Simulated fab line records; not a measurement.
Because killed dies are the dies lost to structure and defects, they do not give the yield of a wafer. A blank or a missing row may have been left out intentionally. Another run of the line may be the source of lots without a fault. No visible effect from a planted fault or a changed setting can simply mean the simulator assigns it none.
What tool caused it? / flow gf180mcu / 6 lots, 18 wafers sampled, at 3 steps of a route of 602

## WHAT THE GAUGES SHOWED, per wafer
GF_M1_CD_MEAS_14: the cd target is 230 nm.
lot=L492; measured=day 17 08:57; on=cd sem-01; cd nm (nm)=231.0 231.4 231.0
lot=L496; measured=day 19 00:52; on=cd sem-01; cd nm (nm)=232.0 233.7 234.2
lot=L503; measured=day 21 11:58; on=cd sem-02; cd nm (nm)=222.1 222.3 222.6
lot=L507; measured=day 22 17:45; on=cd sem-01; cd nm (nm)=228.9 228.6 229.9
lot=L510; measured=day 23 20:13; on=cd sem-02; cd nm (nm)=231.6 231.5 231.5
lot=L511; measured=day 24 18:33; on=cd sem-01; cd nm (nm)=230.5 230.0 229.5

## TOOL THAT RAN EACH LOT (tool first, then ch and the chambers of the sampled wafers, then the start)
lot=L492; GF_SALICIDE_RTA_06=rtp anneal-01 ch 0, day 15 12:14; GF_M1_SOFTBAKE_10=litho track-04 ch 0, day 16 22:01
lot=L496; GF_SALICIDE_RTA_06=rtp anneal-02 ch 0, day 16 22:17; GF_M1_SOFTBAKE_10=litho track-02 ch 0, day 18 12:55
lot=L503; GF_SALICIDE_RTA_06=rtp anneal-02 ch 0, day 19 09:47; GF_M1_SOFTBAKE_10=litho track-04 ch 0, day 21 00:43
lot=L507; GF_SALICIDE_RTA_06=rtp anneal-02 ch 0, day 20 16:36; GF_M1_SOFTBAKE_10=litho track-01 ch 0, day 22 06:27
lot=L510; GF_SALICIDE_RTA_06=rtp anneal-02 ch 0, day 21 20:16; GF_M1_SOFTBAKE_10=litho track-01 ch 0, day 23 08:39
lot=L511; GF_SALICIDE_RTA_06=rtp anneal-02 ch 0, day 22 19:41; GF_M1_SOFTBAKE_10=litho track-01 ch 0, day 24 07:15
- GF_SALICIDE_RTA_06: time 30 s.
- GF_M1_SOFTBAKE_10: time 60 s.

## THE ANSWER, worked out from the rows above alone
Rule: what is usual is taken from the lots themselves. Put in order of their means at a reading, lots are off if they are a third of the lots or fewer, leave a main group of 4 or more, and stand apart from it by a gap of 3 or more times the standard deviation of the main group's means; of several such gaps the widest counts. The tables above print the reading to a certain number of digits; a main group whose means all agree to those digits is not used. A lot without any number at a reading at which 4 lots or more have one is off too. The other lots that the step has rows for count as sound.
Off at GF_M1_CD_MEAS_14 (cd nm): L503. The main group has a mean of 231.0 nm with a standard deviation of 1.4.
A tool fits if, at a process step before that reading, it ran every lot that is off, and no sound lot after the first of them. Those tools and the gauges at GF_M1_CD_MEAS_14 are tried in the same way. One fits: litho track-04 at GF_M1_SOFTBAKE_10. Its last sound lot is L492 (day 16 22:01), its first lot that is off L503 (day 21 00:43): a fault that began between those two fits.

## WHAT THE SIMULATOR HAD PUT IN
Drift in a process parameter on litho track-04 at GF_M1_SOFTBAKE_10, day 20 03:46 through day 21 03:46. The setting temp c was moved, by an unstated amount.
Struck lots among those shown: L503. The rule given above showed the same thing.
